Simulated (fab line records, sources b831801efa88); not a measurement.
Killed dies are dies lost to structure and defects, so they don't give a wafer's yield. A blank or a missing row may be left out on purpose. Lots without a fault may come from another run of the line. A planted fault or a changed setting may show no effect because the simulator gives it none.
A struck lot beside a sound one | flow gf180mcu | 15 steps out of a route of 602
Sound: wafers L277.1, L277.2, L277.3. Struck: wafer L282.6. (L282.2, L282.5 of the same lot were not struck and are left out.) The cause comes at the end.
At each step with rows: each side's tool, then ch and its chambers, then its first start. Under that, the readings that differ: sound wafers | struck wafers | difference of the means | sigmas: that difference in standard deviations of wafers without a fault.
alike: readings whose means differ by less than 2 such deviations, and words and numbers that are the same on both sides. not compared: withheld readings, readings that some wafer has no value for, bounds like >300 that may hide the same value, and numbers for which the record gives no deviation and whose values overlap.
The two part at a step that has a row with sigmas, a row that says differs or no value, or rows on one side only. Numbers that don't overlap but have no deviation are shown without sigmas and don't part them. A reading that every wafer of one side lacks parts them only if that side has two wafers or more.

GF_CONTACT_ETCH_16: etches BARC in N2/H2.
  sound on rie_diel-01 ch 0,2,3, day 21 01:49; struck on rie_diel-02 ch 1, day 22 18:11
  alike: drypump_motor_current_A, oes_product_au, throttle_valve_pct
then, 1 step without rows for these wafers: GF_CONTACT_ETCH_17 (etches SiO2 in C4F8/O2/Ar, stops on CoSi2, target depth 860 nm).
GF_CONTACT_STRIP_18: strips in O2/N2.
  sound on plasma_asher-03 ch 0,1, day 21 01:59; struck on plasma_asher-02 ch 0, day 22 18:22
  reading               | sound             | struck | difference | sigmas
  oes_product_au (a.u.) | 0.576 0.588 0.584 | 0.572  | -0.011     | -2
  alike: drypump_motor_current_A, heater_power_w
  not compared: rf_hours_counter_h
then, 3 steps without rows for these wafers: GF_CONTACT_CLEAN_19 (cleans in SPM); GF_CONTACT_CLEAN_20 (cleans in DIW); GF_CONTACT_CLEAN_21 (cleans in dHF, time 20 s).
GF_CONTACT_SPUTTER_22: material Ti, target thk 15 nm, time 80.02 s.
  sound on pvd_sputter-02, day 21 02:17; struck on pvd_sputter-01, day 22 18:40
  alike: throttle_valve_pct
then, 2 steps without rows for these wafers: GF_CONTACT_SPUTTER_23 (material TiN, target thk 10 nm, time 40 s); GF_CONTACT_CVD_24 (deposits W, target thk 300 nm, time 90.339 s).
GF_CONTACT_RS_MEAS_25: measures by four-point-probe.
  sound on film_metro-02, day 21 02:29; struck on film_metro-03, day 22 18:53
  alike: CONTACT_W_RS
GF_CONTACT_THK_MEAS_26: measures by xrf.
  sound on film_metro-02, day 21 02:37; struck on film_metro-03, day 22 19:00
  alike: CONTACT_W_THK
GF_CONTACT_CMP_27: polishes, stops on SiO2, t overpolish 15 s, target thk 0 nm.
  sound on cmp-02 ch 0,1,2, day 21 02:43; struck on cmp-02 ch 0, day 22 19:09
  alike: motor_current_A, overpolish_run_s, retaining_ring_pressure_frac, slurry_flow_ml_min, time_to_endpoint_s
GF_M1_SPUTTER_00: material Ti, target thk 37.5 nm, time 150 s.
  sound on pvd_sputter-01, day 21 02:58; struck on pvd_sputter-04, day 22 19:21
  reading                               | sound            | struck | difference | sigmas
  model.Ti_of_M1_SPUTTER_00.thk_nm (nm) | 37.55 37.09 37.2 | 19.77  | -17.51     |
  alike: throttle_valve_pct
GF_M1_SPUTTER_01: material TiN, target thk 30 nm, time 25 s.
  sound on pvd_sputter-01, day 21 03:04; struck on pvd_sputter-04, day 22 19:27
  alike: throttle_valve_pct
-- the record jumps here: 11 days lie between the struck wafers' starts before and after (it left off in module M1 and takes up again in module PASSIVATION, whose first step shown is number 602 of the route) --
GF_PASSIVATION_PROBE_99:
  the record has rows for the struck wafers here (prober-02, day 34 00:50) and none for the sound ones

WHERE THEY PART
First at GF_CONTACT_STRIP_18; last, within this record, at GF_PASSIVATION_PROBE_99.

WHY: what the simulator had put in
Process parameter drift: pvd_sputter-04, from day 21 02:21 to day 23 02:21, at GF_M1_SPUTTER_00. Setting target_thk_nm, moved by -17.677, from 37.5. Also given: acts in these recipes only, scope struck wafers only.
